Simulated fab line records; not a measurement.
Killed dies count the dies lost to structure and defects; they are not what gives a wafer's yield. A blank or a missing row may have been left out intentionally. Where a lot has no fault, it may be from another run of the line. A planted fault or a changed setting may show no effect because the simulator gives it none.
fab line records    flow sky130
record lots=6  wafers=18  last_day=50
route steps=708 shown VIA3@582 PAD_OPEN@708
lots untouched by any fault: they come from a run of this same line in which no faults occurred
start_h: hours from the record's first day to the start of the lot's first wafer shown    wait_h: hours from the lot's prior step to this one    " repeats the value in the row above    L1.1+2: a row that stands for several wafers    - no value, or no start given    * or withheld: withheld    < > ~ a bound
route shown NAME@n: NAME is a module with steps in the file, n the number in the route of the first one    usual: average and standard deviation across the fault-free wafers    same: alike in all rows    chamber/n: place in a boat    sites: per-site readings    _std_site: the standard deviation of these    _edge_site: the outer-site mean with the inner-site mean subtracted    radius_mm: how far each site lies from the wafer's centre    mask NAME#n: copy n    behind: the last tool/chamber to shape the wafer    hold: cause of the lot's hold/its duration in hours/its outcome    device: the transistor (n, p or np) that didn't switch    end of line: the route-end tests of the same wafers    for a step that has no rows: nothing shown but its recipe    killed: the dies lost at the first sort to structure and to defects; this is not the yield of the wafer    map: a wafer's dies, marking killed ones x, the rest . and places with no die _
set.NAME: setting as actually run; set.NAME@STEP: the setting as run at that earlier step    model.NAME: the simulator's own value behind a step, which no gauge read
lots at selected steps of the route; one table per step, one row per wafer
services: when a tool's chamber went out of use (start_h, in hours from the record's first day, below 0 if earlier), for how many hours, and the reason
## steps
# step SKY_VIA3_EXPOSE_09
# recipe mask_id=VIM3  na=0.8  source_shape=annular  sigma_inner=0.55  sigma_outer=0.85  target_cd_nm=200  dose_mj=38
# step SKY_VIA3_PEB_10
# recipe peb_temp_c=withheld  peb_time_s=withheld  resist=KrF-thick
# step SKY_VIA3_DEVELOP_11
# recipe develop_time_s=60  resist=KrF-thick  dev_temp_c=21
# step SKY_VIA3_CD_MEAS_12
# recipe target_cd_nm=200
# usual cd_nm=200.4/1.6
lot.wafer  tool       chamber  start_h  wait_h  cd_nm
L785.2     cd_sem-02  -        975.90   -       198.0
L785.3     "          -        "        "       196.9
L785.4     "          -        "        "       198.2
L788.1     cd_sem-02  -        988.94   -       200.9
L788.3     "          -        "        "       201.2
L788.5     "          -        "        "       201.0
L795.3     cd_sem-01  -        1039.47  -       200.1
L795.5     "          -        "        "       200.0
L795.6     "          -        "        "       199.7
L796.3     cd_sem-02  -        1043.12  -       197.5
L796.4     "          -        "        "       198.8
L796.6     "          -        "        "       198.6
L801.2     cd_sem-01  -        1067.12  -       203.3
L801.3     "          -        "        "       203.1
L801.4     "          -        "        "       203.5
L802.2     cd_sem-02  -        1078.21  -       202.4
L802.4     "          -        "        "       200.6
L802.5     "          -        "        "       201.0
# step SKY_VIA3_OVL_MEAS_13
# usual VIA3_OVL=1/5.3
lot.wafer  tool        chamber  start_h  wait_h  VIA3_OVL[nm]
L785.2     overlay-01  -        976.01   0.1     3
L785.3     "           -        "        "       10
L785.4     "           -        "        "       -2
L788.1     overlay-01  -        989.06   0.1     3
L788.3     "           -        "        "       2
L788.5     "           -        "        "       5
L795.3     overlay-02  -        1039.57  0.1     9
L795.5     "           -        "        "       6
L795.6     "           -        "        "       14
L796.3     overlay-01  -        1043.22  0.1     7
L796.4     "           -        "        "       -1
L796.6     "           -        "        "       -1
L801.2     overlay-01  -        1067.22  0.1     7
L801.3     "           -        "        "       -3
L801.4     "           -        "        "       6
L802.2     overlay-01  -        1078.31  0.1     4
L802.4     "           -        "        "       -4
L802.5     "           -        "        "       -2
# step SKY_VIA3_ETCH_14
# recipe chemistry=N2/H2  target=BARC  ion_energy_ev=200  source_w=500  bias_w=100  pressure_mtorr=30  n2_flow_sccm=100  h2_flow_sccm=200  stop_on=SiO2  time_s=45.9  target_depth_a=600
# usual drypump_motor_current_A=5.6/0.55  n2_flow_sccm=99.99/0.3  oes_product_au=0.854/0.0051  throttle_valve_pct=13.226/0.0083
# same time_s=45.9
lot.wafer  tool         chamber  start_h  wait_h  drypump_motor_current_A  n2_flow_sccm  oes_product_au  rf_hours_counter_h  throttle_valve_pct
L785.2     rie_diel-01  2        976.04   0.0     5.2                      99.54         0.850           3                   13.206
L785.3     "            3        "        "       5.5                      99.96         0.853           26                  13.232
L785.4     "            1        "        "       5.1                      100.08        0.846           17                  13.221
L788.1     rie_diel-03  3        989.09   0.0     6.0                      99.89         0.851           4                   13.211
L788.3     "            2        "        "       5.5                      100.14        0.849           15                  13.220
L788.5     "            2        "        "       5.5                      100.03        0.856           -                   13.235
L795.3     rie_diel-01  3        1039.59  0.0     5.5                      99.50         0.862           28                  13.222
L795.5     "            3        "        "       5.5                      99.92         0.865           -                   13.219
L795.6     "            0        "        "       6.5                      100.18        0.864           -                   13.227
L796.3     rie_diel-04  2        1043.24  0.0     6.4                      100.02        0.856           22                  13.221
L796.4     "            3        "        "       5.8                      100.25        0.854           26                  13.217
L796.6     "            0        "        "       6.0                      99.73         0.855           -                   13.226
L801.2     rie_diel-01  1        1067.25  0.0     5.2                      100.25        0.853           20                  13.233
L801.3     "            2        "        "       5.2                      99.56         0.862           5                   13.238
L801.4     "            0        "        "       6.6                      100.08        0.853           11                  13.240
L802.2     rie_diel-01  0        1078.34  0.0     6.5                      100.41        0.860           12                  13.225
L802.4     "            1        "        "       5.2                      99.59         0.856           20                  13.231
L802.5     "            1        "        "       5.2                      99.94         0.848           -                   13.230
# step SKY_VIA3_ETCH_15
# recipe target=SiO2  chemistry=C4F8/O2/Ar  target_depth_nm=507  stop_on=TiN  mask_material=KrF-thick  source_w=1500  bias_w=1200  pressure_mtorr=40  c4f8_flow_sccm=withheld  O2_flow_sccm=6  Ar_flow_sccm=300  time_s=78
# usual oes_product_au=0.950/0.0045
# same time_s=78
lot.wafer  tool         chamber  start_h  wait_h  oes_product_au
L785.2     rie_diel-01  2        976.08   0.0     0.960
L785.3     "            3        "        "       0.952
L785.4     "            1        "        "       0.956
L788.1     rie_diel-03  3        989.14   0.0     0.950
L788.3     "            2        "        "       0.947
L788.5     "            2        "        "       0.949
L795.3     rie_diel-01  3        1039.63  0.0     0.954
L795.5     "            3        "        "       0.954
L795.6     "            0        "        "       0.956
L796.3     rie_diel-04  2        1043.28  0.0     0.953
L796.4     "            3        "        "       0.951
L796.6     "            0        "        "       0.952
L801.2     rie_diel-01  1        1067.30  0.0     0.949
L801.3     "            2        "        "       0.948
L801.4     "            0        "        "       0.947
L802.2     rie_diel-01  0        1078.39  0.0     0.946
L802.4     "            1        "        "       0.950
L802.5     "            1        "        "       0.953
# step SKY_VIA3_STRIP_16
# recipe chemistry=O2/N2  power_w=1400  pressure_mtorr=1500  platen_temp_c=withheld  o2_flow_sccm=3000  n2_flow_sccm=300  overash_fraction=0.5
# usual drypump_motor_current_A=5.77/0.19  n2_flow_sccm=300.1/0.9  oes_product_au=0.402/0.0049  strip_time_to_endpoint_s=4.136/0.022
lot.wafer  tool             chamber  start_h  wait_h  drypump_motor_current_A  n2_flow_sccm  oes_product_au  rf_hours_counter_h  strip_time_to_endpoint_s
L785.2     plasma_asher-03  0        976.14   0.0     6.03                     300.0         0.395           82                  4.124
L785.3     "                0        "        "       6.06                     299.7         0.407           -                   4.133
L785.4     "                1        "        "       5.57                     301.2         0.401           -                   4.172
L788.1     plasma_asher-03  0        989.20   0.0     6.05                     300.3         0.402           83                  4.107
L788.3     "                0        "        "       6.03                     299.5         0.397           -                   4.094
L788.5     "                1        "        "       5.58                     298.5         0.395           -                   4.098
L795.3     plasma_asher-03  0        1039.73  0.1     6.07                     299.8         0.412           -                   4.157
L795.5     "                1        "        "       5.59                     300.7         0.406           -                   4.176
L795.6     "                0        "        "       6.06                     300.7         0.404           -                   4.170
L796.3     plasma_asher-04  0        1043.38  0.1     5.71                     300.9         0.398           -                   4.131
L796.4     "                1        "        "       5.79                     299.8         0.399           -                   4.140
L796.6     "                1        "        "       5.81                     299.9         0.409           -                   4.146
L801.2     plasma_asher-03  0        1067.36  0.0     6.04                     301.3         0.400           90                  4.142
L801.3     "                0        "        "       6.05                     300.5         0.394           -                   4.134
L801.4     "                1        "        "       5.55                     299.4         0.401           -                   4.137
L802.2     plasma_asher-04  1        1078.45  0.0     5.80                     300.9         0.401           65                  4.130
L802.4     "                0        "        "       5.69                     298.7         0.398           -                   4.133
L802.5     "                0        "        "       5.67                     299.1         0.402           -                   4.132
# step SKY_VIA3_STRIP_17
# recipe chemistry=post_etch_residue_remover  time_s=1200  temp_c=72.5
# step SKY_VIA3_CLEAN_18
# recipe chemistry=IPA  time_s=180  temp_c=25
# step SKY_VIA3_CLEAN_19
# recipe chemistry=O3/DIW  dry=n2_spin
# step SKY_VIA3_SPUTTER_20
# recipe material=TiN  target_thk_nm=20  chamber_pressure_pa=5  power_w=4000  time_s=80
# usual throttle_valve_pct=30.6/0.63
# same time_s=80
lot.wafer  tool            chamber  start_h  wait_h  throttle_valve_pct
L785.2     pvd_sputter-03  -        976.76   0.0     31.2
L785.3     "               -        "        "       30.7
L785.4     "               -        "        "       29.9
L788.1     pvd_sputter-04  -        989.79   0.0     30.4
L788.3     "               -        "        "       31.1
L788.5     "               -        "        "       29.9
L795.3     pvd_sputter-01  -        1040.33  0.0     29.8
L795.5     "               -        "        "       29.9
L795.6     "               -        "        "       30.1
L796.3     pvd_sputter-03  -        1044.02  0.0     29.8
L796.4     "               -        "        "       30.8
L796.6     "               -        "        "       30.8
L801.2     pvd_sputter-04  -        1067.96  0.0     30.0
L801.3     "               -        "        "       31.3
L801.4     "               -        "        "       30.1
L802.2     pvd_sputter-03  -        1079.07  0.0     30.7
L802.4     "               -        "        "       31.4
L802.5     "               -        "        "       31.2
# step SKY_VIA3_CVD_21
# recipe material=W  target_thk_nm=390  time_s=117.31  temp_c=400  pressure_torr=40
# usual chamber_pressure_Torr=40.01/0.076  heater_power_outer_w=573/38  heater_power_w=900/20  time_s=117.31/0
lot.wafer  tool      chamber  start_h  wait_h  chamber_pressure_Torr  heater_power_outer_w  heater_power_w  time_s
L785.2     cvd_w-01  1        976.83   0.0     40.03                  541                   863             117.31
L785.3     "         0        "        "       39.89                  569                   894             117.31
L785.4     "         1        "        "       40.13                  550                   878             117.31
L788.1     cvd_w-02  0        989.85   0.0     39.96                  536                   889             117.31
L788.3     "         1        "        "       39.92                  618                   936             117.31
L788.5     "         0        "        "       40.01                  513                   856             117.31
L795.3     cvd_w-02  1        1040.43  0.1     -                      -                     -               -
L795.5     "         0        "        "       -                      -                     -               -
L795.6     "         1        "        "       -                      -                     -               -
L796.3     cvd_w-01  0        1044.16  0.1     -                      -                     -               -
L796.4     "         0        "        "       -                      -                     -               -
L796.6     "         0        "        "       -                      -                     -               -
L801.2     cvd_w-02  1        1068.02  0.0     39.99                  626                   912             117.31
L801.3     "         0        "        "       40.07                  527                   879             117.31
L801.4     "         1        "        "       40.04                  612                   923             117.31
L802.2     cvd_w-02  1        1079.13  0.0     40.01                  621                   894             117.31
L802.4     "         1        "        "       39.96                  629                   913             117.31
L802.5     "         1        "        "       40.01                  617                   915             117.31
# step SKY_VIA3_RS_MEAS_22
# recipe thk_meas_gauge=four-point-probe  reads=W_of_VIA3_CVD_21+TiN_of_VIA3_SPUTTER_20
# usual VIA3_W_RS=0.294/0.0035
lot.wafer  tool           chamber  start_h  wait_h  VIA3_W_RS[ohm/sq]
L785.2     film_metro-02  -        976.97   0.1     0.295
L785.3     "              -        "        "       0.296
L785.4     "              -        "        "       0.294
L788.1     film_metro-04  -        989.98   0.1     0.296
L788.3     "              -        "        "       0.300
L788.5     "              -        "        "       0.294
L795.3     film_metro-02  -        1040.55  0.1     58.542
L795.5     "              -        "        "       58.407
L795.6     "              -        "        "       57.373
L796.3     film_metro-02  -        1044.37  0.2     58.406
L796.4     "              -        "        "       59.058
L796.6     "              -        "        "       58.974
L801.2     film_metro-03  -        1068.16  0.1     0.298
L801.3     "              -        "        "       0.295
L801.4     "              -        "        "       0.299
L802.2     film_metro-02  -        1079.27  0.1     0.300
L802.4     "              -        "        "       0.299
L802.5     "              -        "        "       0.299
# step SKY_VIA3_THK_MEAS_23
# recipe thk_meas_gauge=xrf  reads=W_of_VIA3_CVD_21
# usual VIA3_W_THK=388/5.9
lot.wafer  tool           chamber  start_h  wait_h  VIA3_W_THK[nm]
L785.2     film_metro-02  -        977.08   0.1     389
L785.3     "              -        "        "       387
L785.4     "              -        "        "       389
L788.1     film_metro-04  -        990.10   0.1     384
L788.3     "              -        "        "       378
L788.5     "              -        "        "       387
L795.3     film_metro-02  -        1040.65  0.1     -
L795.5     "              -        "        "       -
L795.6     "              -        "        "       -
L796.3     film_metro-02  -        1044.47  0.1     -
L796.4     "              -        "        "       -
L796.6     "              -        "        "       -
L801.2     film_metro-03  -        1068.27  0.1     381
L801.3     "              -        "        "       389
L801.4     "              -        "        "       382
L802.2     film_metro-02  -        1079.38  0.1     377
L802.4     "              -        "        "       379
L802.5     "              -        "        "       381
# step SKY_VIA3_CMP_24
# recipe stop_on=SiO2  t_overpolish_s=20  down_force_psi=3.5  platen_rpm=60  target_thk_nm=0  pad_velocity_m_s=0.94248
# usual motor_current_A=10.6/0.7  time_to_endpoint_s=93/3.5
lot.wafer  tool    chamber  start_h  wait_h  motor_current_A  time_to_endpoint_s
L785.3     cmp-02  2        977.13   0.0     10.2             95
L785.4     "       3        "        "       10.4             93
L785.2     "       0        "        "       11.0             91
L788.1     cmp-02  0        990.16   0.1     11.2             91
L788.3     "       1        "        "       10.4             91
L788.5     "       1        "        "       10.7             95
L795.3     cmp-02  2        1040.84  0.2     11.4             3
L795.6     "       3        "        "       10.5             4
L795.5     "       0        "        "       9.9              0
L796.4     cmp-02  0        1044.56  0.1     11.5             5
L796.3     "       1        "        "       10.9             2
L796.6     "       0        "        "       11.2             2
L801.4     cmp-02  2        1068.37  0.1     11.2             89
L801.3     "       3        "        "       10.3             93
L801.2     "       0        "        "       11.4             89
L802.2     cmp-02  0        1079.57  0.2     11.7             95
L802.4     "       1        "        "       10.3             92
L802.5     "       0        "        "       10.9             90
# step SKY_PAD_OPEN_PROBE_99
# usual defect_limited_yield=82.6/1.9  killed_at_M0_to_M3=43/6.9  killed_at_M4_up=3.0/1.8  killed_at_contacts=24/4.8  killed_at_front_end=15/4.5  killed_at_other=0.4/0.67  killed_dies=86/9.2  killed_on_rim=17/3.5  killed_open=46/6.9  killed_short=39/6  sort_bin_3_pad_short=0.8/0.39  sort_bin_5_function=10.2/1.3  sort_bin_6_memory=6.3/1.2  sort_n_pass=406/9.2  sort_yield_pct=82.6/1.9
# same gross_dies=492  killed_at_back_side=0  sort_bin_4_leakage[%]=0  sort_bin_8_speed[%]=0
lot.wafer  tool       chamber  start_h  wait_h  defect_limited_yield[%]  killed_at_M0_to_M3  killed_at_M4_up  killed_at_contacts  killed_at_front_end  killed_at_other  killed_dies  killed_on_rim  killed_open  killed_short  sort_bin_3_pad_short[%]  sort_bin_5_function[%]  sort_bin_6_memory[%]  sort_n_pass  sort_yield_pct[%]
L785.2     prober-02  -        1117.43  0.1     79.1                     46                  2                30                  25                   0                103          26             55           47            0.8                      11.0                    9.1                   389          79.1
L785.3     prober-02  -        1117.48  0.2     80.3                     52                  5                21                  17                   2                97           19             53           42            0.6                      10.4                    8.7                   395          80.3
L785.4     prober-02  -        1117.53  0.2     81.5                     48                  1                23                  18                   1                91           20             46           45            1.2                      11.0                    6.3                   401          81.5
L788.1     prober-02  -        1126.47  0.1     83.7                     36                  2                29                  12                   1                80           14             41           39            1.0                      9.8                     5.5                   412          83.7
L788.3     prober-02  -        1126.57  0.2     84.8                     37                  3                23                  12                   0                75           11             46           29            0.8                      8.1                     6.3                   417          84.8
L788.5     prober-02  -        1126.67  0.2     85.0                     36                  2                17                  19                   0                74           16             37           36            1.0                      8.9                     5.1                   418          85.0
L795.3     prober-01  -        1167.62  0.2     0                        450                 5                24                  13                   0                492          96             40           44            1.0                      93.3                    5.7                   0            0
L795.5     prober-01  -        1167.72  0.2     0                        454                 1                23                  14                   0                492          96             60           30            0.6                      91.9                    7.5                   0            0
L795.6     prober-01  -        1167.77  0.2     0                        433                 6                30                  23                   0                492          96             51           44            0.4                      91.7                    7.9                   0            0
L796.3     prober-02  -        1172.11  0.2     0                        438                 7                33                  14                   0                492          96             43           49            1.4                      90.4                    8.1                   0            0
L796.4     prober-02  -        1172.16  0.2     0                        451                 1                22                  18                   0                492          96             36           39            0.8                      93.3                    5.9                   0            0
L796.6     prober-02  -        1172.26  0.2     0                        453                 1                18                  20                   0                492          96             42           43            0.8                      94.3                    4.9                   0            0
L802.2     prober-02  -        1198.39  0.1     85.6                     33                  5                19                  13                   1                71           20             41           30            0                        8.1                     6.3                   421          85.6
L802.4     prober-02  -        1198.49  0.2     87.0                     28                  2                23                  11                   0                64           10             42           22            0.8                      6.7                     5.5                   428          87.0
L802.5     prober-02  -        1198.54  0.2     81.3                     42                  5                22                  20                   3                92           17             41           48            0.6                      12.2                    5.9                   400          81.3
# killed by level:class
L785.2 CONTACT:geometric_particle:open=12 VIA3:geometric_particle:open=10 VIA1:geometric_particle:open=10 POLY_GATE:geometric_particle:short=8 LI_CONTACT:geometric_particle:open=8 VIA1:geometric_particle:short=6 CONTACT:geometric_particle:short=6 VIA2:geometric_particle:open=6
L785.3 VIA1:geometric_particle:open=13 VIA2:geometric_particle:open=10 METAL2:geometric_particle:short=9 CONTACT:geometric_particle:short=7 LI_CONTACT:geometric_particle:open=6 VIA3:geometric_particle:open=6 POLY_GATE:geometric_particle:open=5 FIELD_ISO:geometric_particle:short=4
L785.4 VIA1:geometric_particle:open=16 LI_CONTACT:geometric_particle:open=7 FIELD_ISO:geometric_particle:short=6 VIA1:geometric_particle:short=6 VIA3:geometric_particle:open=6 LI_CONTACT:geometric_particle:short=5 METAL2:geometric_particle:short=5 POLY_GATE:geometric_particle:open=4
L788.1 CONTACT:geometric_particle:open=8 VIA1:geometric_particle:open=8 CONTACT:geometric_particle:short=7 VIA3:geometric_particle:short=6 LI_CONTACT:geometric_particle:open=6 LOCAL_INTERCONNECT:geometric_particle:short=5 METAL2:geometric_particle:short=5 VIA2:geometric_particle:open=5
L788.3 CONTACT:geometric_particle:open=12 VIA1:geometric_particle:open=10 METAL2:geometric_particle:open=5 FIELD_ISO:geometric_particle:open=4 LOCAL_INTERCONNECT:geometric_particle:short=4 LI_CONTACT:geometric_particle:open=4 METAL3:geometric_particle:short=3 POLY_GATE:geometric_particle:short=3
L788.5 VIA1:geometric_particle:open=8 CONTACT:geometric_particle:open=7 POLY_GATE:geometric_particle:short=6 METAL1:geometric_particle:short=5 VIA2:geometric_particle:open=5 LI_CONTACT:geometric_particle:open=4 VIA2:geometric_particle:short=4 FIELD_ISO:geometric_particle:open=3
L795.3 VIA3:area_cvd=408 LI_CONTACT:geometric_particle:open=8 CONTACT:geometric_particle:open=7 VIA1:geometric_particle:open=6 METAL3:geometric_particle:short=6 LOCAL_INTERCONNECT:geometric_particle:short=5 METAL2:geometric_particle:short=5 VIA1:geometric_particle:short=5
L795.5 VIA3:area_cvd=401 VIA1:geometric_particle:open=20 LI_CONTACT:geometric_particle:open=8 CONTACT:geometric_particle:open=8 VIA2:geometric_particle:open=8 METAL2:geometric_particle:short=5 FIELD_ISO:geometric_particle:open=4 LOCAL_INTERCONNECT:geometric_particle:short=4
L795.6 VIA3:area_cvd=396 CONTACT:geometric_particle:open=15 VIA1:geometric_particle:open=11 METAL2:geometric_particle:short=7 FIELD_ISO:geometric_particle:short=6 VIA2:geometric_particle:open=6 CONTACT:geometric_particle:short=5 POLY_GATE:geometric_particle:open=5
L796.3 VIA3:area_cvd=398 LI_CONTACT:geometric_particle:open=10 LOCAL_INTERCONNECT:geometric_particle:short=9 VIA1:geometric_particle:open=7 METAL2:geometric_particle:short=6 VIA3:geometric_particle:open=6 CONTACT:geometric_particle:open=5 VIA3:geometric_particle:short=5
L796.4 VIA3:area_cvd=413 VIA1:geometric_particle:open=9 LOCAL_INTERCONNECT:geometric_particle:short=6 CONTACT:geometric_particle:short=6 METAL1:geometric_particle:short=6 CONTACT:geometric_particle:open=6 POLY_GATE:geometric_particle:open=5 METAL2:geometric_particle:short=5
L796.6 VIA3:area_cvd=406 VIA1:geometric_particle:short=10 LI_CONTACT:geometric_particle:open=10 VIA1:geometric_particle:open=10 FIELD_ISO:geometric_particle:short=7 VIA3:geometric_particle:open=6 POLY_GATE:geometric_particle:short=4 VIA2:geometric_particle:open=4
L802.2 VIA1:geometric_particle:open=10 LI_CONTACT:geometric_particle:open=6 VIA2:geometric_particle:open=6 CONTACT:geometric_particle:open=5 METAL2:geometric_particle:short=5 FIELD_ISO:geometric_particle:open=4 FIELD_ISO:geometric_particle:short=4 METAL1:geometric_particle:short=4
L802.4 CONTACT:geometric_particle:open=9 LI_CONTACT:geometric_particle:open=9 VIA1:geometric_particle:open=8 POLY_GATE:geometric_particle:open=5 VIA3:geometric_particle:open=5 METAL2:geometric_particle:short=4 VIA1:geometric_particle:short=4 FIELD_ISO:geometric_particle:short=3
L802.5 METAL2:geometric_particle:short=8 VIA2:geometric_particle:open=8 LOCAL_INTERCONNECT:geometric_particle:short=7 FIELD_ISO:geometric_particle:short=6 FIELD_ISO:geometric_particle:open=5 VIA1:geometric_particle:short=5 VIA1:geometric_particle:open=5 LI_CONTACT:geometric_particle:open=4
# map L795.3 (x killed, . not)
__________xxxxxxxxxx_________
________xxxxxxxxxxxxxx_______
______xxxxxxxxxxxxxxxxxx_____
_____xxxxxxxxxxxxxxxxxxxx____
____xxxxxxxxxxxxxxxxxxxxxx___
___xxxxxxxxxxxxxxxxxxxxxxxx__
__xxxxxxxxxxxxxxxxxxxxxxxxxx_
_xxxxxxxxxxxxxxxxxxxxxxxxxxxx
_xxxxxxxxxxxxxxxxxxxxxxxxxxxx
_xxxxxxxxxxxxxxxxxxxxxxxxxxxx
_xxxxxxxxxxxxxxxxxxxxxxxxxxxx
_xxxxxxxxxxxxxxxxxxxxxxxxxxxx
_xxxxxxxxxxxxxxxxxxxxxxxxxxxx
_xxxxxxxxxxxxxxxxxxxxxxxxxxxx
_xxxxxxxxxxxxxxxxxxxxxxxxxxxx
__xxxxxxxxxxxxxxxxxxxxxxxxxx_
___xxxxxxxxxxxxxxxxxxxxxxxx__
____xxxxxxxxxxxxxxxxxxxxxx___
_____xxxxxxxxxxxxxxxxxxxx____
______xxxxxxxxxxxxxxxxxx_____
________xxxxxxxxxxxxxx_______
__________xxxxxxxxxx_________
# map L796.3 (x killed, . not)
__________xxxxxxxxxx_________
________xxxxxxxxxxxxxx_______
______xxxxxxxxxxxxxxxxxx_____
_____xxxxxxxxxxxxxxxxxxxx____
____xxxxxxxxxxxxxxxxxxxxxx___
___xxxxxxxxxxxxxxxxxxxxxxxx__
__xxxxxxxxxxxxxxxxxxxxxxxxxx_
_xxxxxxxxxxxxxxxxxxxxxxxxxxxx
_xxxxxxxxxxxxxxxxxxxxxxxxxxxx
_xxxxxxxxxxxxxxxxxxxxxxxxxxxx
_xxxxxxxxxxxxxxxxxxxxxxxxxxxx
_xxxxxxxxxxxxxxxxxxxxxxxxxxxx
_xxxxxxxxxxxxxxxxxxxxxxxxxxxx
_xxxxxxxxxxxxxxxxxxxxxxxxxxxx
_xxxxxxxxxxxxxxxxxxxxxxxxxxxx
__xxxxxxxxxxxxxxxxxxxxxxxxxx_
___xxxxxxxxxxxxxxxxxxxxxxxx__
____xxxxxxxxxxxxxxxxxxxxxx___
_____xxxxxxxxxxxxxxxxxxxx____
______xxxxxxxxxxxxxxxxxx_____
________xxxxxxxxxxxxxx_______
__________xxxxxxxxxx_________
## services
tool             chamber  start_h  hours  kind
cvd_w-01         -        952.58   1.5    repair
plasma_asher-03  -        955.74   1.0    repair
plasma_asher-03  -        958.38   2.8    pm
pvd_sputter-04   -        964.83   0.5    repair
cmp-02           -        978.58   4.5    repair
pvd_sputter-03   3        986.61   -      consumable_replace:kit
pvd_sputter-03   3        986.61   18.0   scheduled_down
pvd_sputter-03   3        986.61   18.0   vent_cycle
rie_diel-03      1        993.86   3.5    repair
cmp-02           -        999.97   1.1    repair
rie_diel-04      2        1002.61  5.2    repair
pvd_sputter-01   -        1005.36  0.5    repair
rie_diel-01      2        1007.55  4.3    repair
rie_diel-04      1        1009.22  2.2    repair
rie_diel-01      0        1029.78  9.2    repair
cvd_w-01         1        1035.79  11.0   repair
plasma_asher-03  -        1040.01  7.5    repair
pvd_sputter-01   2        1052.17  -      consumable_replace:kit
pvd_sputter-01   2        1052.17  18.0   scheduled_down
pvd_sputter-01   2        1052.17  18.0   vent_cycle
cvd_w-02         -        1054.81  3.5    repair
rie_diel-03      2        1062.49  7.7    repair
rie_diel-04      1        1079.70  3.9    repair
## key
first_sign step=SKY_VIA3_CVD_21  reading=tool_record  direction=missing
effect step=SKY_VIA3_RS_MEAS_22  reading=VIA3_W_RS  direction=up  sigmas=99+  usual=0.294  struck=58.460
effect step=SKY_VIA3_THK_MEAS_23  reading=VIA3_W_THK  direction=missing
effect step=SKY_VIA3_CMP_24  reading=time_to_endpoint_s  direction=down  sigmas=26  usual=*  struck=*
effect step=SKY_PAD_OPEN_PROBE_99  reading=sort_bin_5_function  direction=up  sigmas=62  usual=10.2  struck=92.5
more_kills_born_at SKY_VIA3_CVD_21@cvd_w-01=1215  SKY_VIA3_CVD_21@cvd_w-02=1205
met_at SKY_VIA3_CVD_21
struck_wafers L795.3,L795.5,L795.6,L796.3,L796.4,L796.6
later_rows_left_out L795.3,L795.5,L795.6,L796.3,L796.4,L796.6
onset_between 989.85 1040.43
fault kind=skipped_step_whole  tool=cvd_w-01,cvd_w-02  chamber=-  onset_h=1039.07  steps=SKY_VIA3_CVD_21  scope=struck_lots_only
# later_rows_left_out: the simulator's readings of these wafers behind a module that went badly wrong aren't trusted and aren't shown, but for the sort
